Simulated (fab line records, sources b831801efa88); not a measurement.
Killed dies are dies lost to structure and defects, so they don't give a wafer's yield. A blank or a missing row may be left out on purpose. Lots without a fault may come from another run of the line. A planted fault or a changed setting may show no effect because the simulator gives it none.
Which tool did it? | flow sky130 | 14 lots, 42 wafers sampled, at 4 steps of a route of 708

WHAT THE GAUGES READ, wafer by wafer
SKY_VT_ADJUST_LVTN_TW_MEAS_21.
lot  | measured     | on            | VT_ADJUST_LVTN_2_TW
L333 | day 8 16:53  | film_metro-04 | 189.9 189.5 189.4
L339 | day 10 02:55 | film_metro-04 | 190.0 189.1 189.2
L340 | day 10 10:19 | film_metro-04 | 189.2 189.6 189.9
L343 | day 11 10:41 | film_metro-01 | 190.2 190.2 190.4
L344 | day 11 13:53 | film_metro-01 | 190.7 188.7 189.8
L345 | day 12 00:50 | film_metro-04 | 187.9 189.0 188.8
L346 | day 12 06:47 | film_metro-03 | 187.2 187.8 187.7
L347 | day 12 14:05 | film_metro-01 | 189.5 189.3 189.4
L348 | day 12 20:04 | film_metro-03 | 187.4 188.0 187.2
L349 | day 13 03:22 | film_metro-01 | 190.1 190.8 190.2
L350 | day 13 07:01 | film_metro-04 | 190.1 189.5 188.5
L351 | day 13 16:25 | film_metro-03 | 188.5 188.0 187.8
L352 | day 13 22:22 | film_metro-03 | 187.8 187.0 188.2
L353 | day 14 06:35 | film_metro-01 | 189.5 189.0 189.4

SKY_VT_ADJUST_NCORE_TW_MEAS_11.
lot  | measured     | on            | VT_ADJUST_NCORE_TW
L333 | day 9 14:43  | film_metro-02 | 220.4 219.5 219.7
L339 | day 11 01:59 | film_metro-02 | 219.7 219.3 219.6
L340 | day 11 09:23 | film_metro-01 | 220.5 221.7 221.4
L343 | day 12 10:37 | film_metro-01 | 221.0 220.9 222.0
L344 | day 12 13:00 | film_metro-01 | 220.2 220.9 222.2
L345 | day 12 23:29 | film_metro-01 | 219.9 221.0 221.0
L346 | day 13 06:15 | film_metro-03 | 219.5 218.0 220.1
L347 | day 13 14:09 | film_metro-03 | 219.6 218.1 218.8
L348 | day 13 19:52 | film_metro-03 | 218.0 219.1 218.9
L349 | day 14 03:50 | film_metro-02 | 218.6 218.4 219.5
L350 | day 14 08:15 | film_metro-01 | 221.0 221.0 220.6
L351 | day 14 18:26 | film_metro-01 | 220.8 220.7 220.8
L352 | day 15 00:53 | film_metro-03 | 219.5 219.0 218.8
L353 | day 15 09:32 | film_metro-03 | 219.1 220.1 219.5

SKY_SONOS_ONO_THK_MEAS_01.
lot  | measured     | on            | SONOS_ONO_OXIDATION_THK (nm)
L333 | day 12 14:34 | film_metro-03 | 2.55 2.58 2.55
L343 | day 15 16:21 | film_metro-02 | 2.64 2.64 2.64
L344 | day 15 18:53 | film_metro-01 | 2.65 2.67 2.61
L345 | day 16 06:53 | film_metro-01 | 2.67 2.66 2.66
L346 | day 16 19:47 | film_metro-01 | 2.56 2.63 2.63
L347 | day 17 00:46 | film_metro-01 | 2.57 2.56 2.62
L348 | day 17 09:25 | film_metro-01 | 2.49 2.55 2.53
L349 | day 17 17:20 | film_metro-02 | 2.55 2.61 2.53
L350 | day 17 22:56 | film_metro-02 | 2.54 2.54 2.56
L351 | day 18 12:17 | film_metro-01 | 2.58 2.63 2.55
L352 | day 18 17:10 | film_metro-03 | 2.46 2.52 2.50
L353 | day 19 02:40 | film_metro-03 | 2.57 2.54 2.56

WHICH TOOL RAN EACH LOT (tool, then ch and the chambers of the sampled wafers, then the start)
lot  | SKY_SONOS_TUNNEL_EXPOSE_04
L333 | iline_stepper-02 ch 0, day 11 23:08
L339 | iline_stepper-01, day 13 12:05
L340 | iline_stepper-01, day 13 20:32
L343 | iline_stepper-02 ch 0, day 15 00:12
L344 | iline_stepper-02 ch 0, day 15 03:10
L345 | iline_stepper-02 ch 0, day 15 14:06
L346 | iline_stepper-02 ch 0, day 16 00:22
L347 | iline_stepper-01 ch 0, day 16 08:26
L348 | iline_stepper-01 ch 0, day 16 16:26
L349 | iline_stepper-02 ch 0, day 17 01:21
L350 | iline_stepper-01 ch 0, day 17 05:44
L351 | iline_stepper-01 ch 0, day 17 17:19
L352 | iline_stepper-02 ch 0, day 18 00:25
L353 | iline_stepper-02 ch 0, day 18 09:47
- SKY_SONOS_TUNNEL_EXPOSE_04: exposes mask TUNM, target cd 410 nm.

WHAT THE TOOLS THEMSELVES READ (means of the sampled wafers that have a number; where no wafer has one, the mark that the record gives instead)
SKY_SONOS_TUNNEL_EXPOSE_04.
lot  | tool             | exposure_dose_mJ_cm2 | focus_offset_nm (nm)
L333 | iline_stepper-02 | 136.03               | 0.5
L339 | iline_stepper-01 | -                    | -
L340 | iline_stepper-01 | -                    | -
L343 | iline_stepper-02 | 136.04               | 0.3
L344 | iline_stepper-02 | 136.04               | 0.2
L345 | iline_stepper-02 | 135.85               | 1.0
L346 | iline_stepper-02 | 136.17               | -0.2
L347 | iline_stepper-01 | 135.93               | -0.4
L348 | iline_stepper-01 | 136.06               | 0.5
L349 | iline_stepper-02 | 136.04               | 0.7
L350 | iline_stepper-01 | 135.80               | 0.1
L351 | iline_stepper-01 | 135.99               | 0.2
L352 | iline_stepper-02 | 136.07               | -0.1
L353 | iline_stepper-02 | 136.11               | 0.6

THE ANSWER, worked out from the rows above alone
Rule: what is usual is taken from the lots themselves. Put in order of their means at a reading, lots are off if they are a third of the lots or fewer, leave a main group of 4 or more, and stand apart from it by a gap of 3 or more times the standard deviation of the main group's means; of several such gaps the widest counts. A main group whose means are all the same, to the digits that the tables above print for the reading, isn't used. A lot without any number at a reading at which 4 lots or more have one is off too. The other lots that the step has rows for count as sound. The gauges are gone through in route order, then the tools' own readings, and for those a lot's mean is taken as printed above. The first step at which some lot is off is used, and at that step the reading that is off furthest; a lot without a number counts as furthest.
Off: L339, L340, at SKY_SONOS_TUNNEL_EXPOSE_04 (exposure_dose_mJ_cm2). Without a number there: L339, L340. The main group: mean 136.01, standard deviation 0.1.
A tool fits if, at that step or a process step before it, it ran every lot that is off, and no sound lot after the first of them. None of those tried fits.

WHAT THE SIMULATOR HAD PUT IN
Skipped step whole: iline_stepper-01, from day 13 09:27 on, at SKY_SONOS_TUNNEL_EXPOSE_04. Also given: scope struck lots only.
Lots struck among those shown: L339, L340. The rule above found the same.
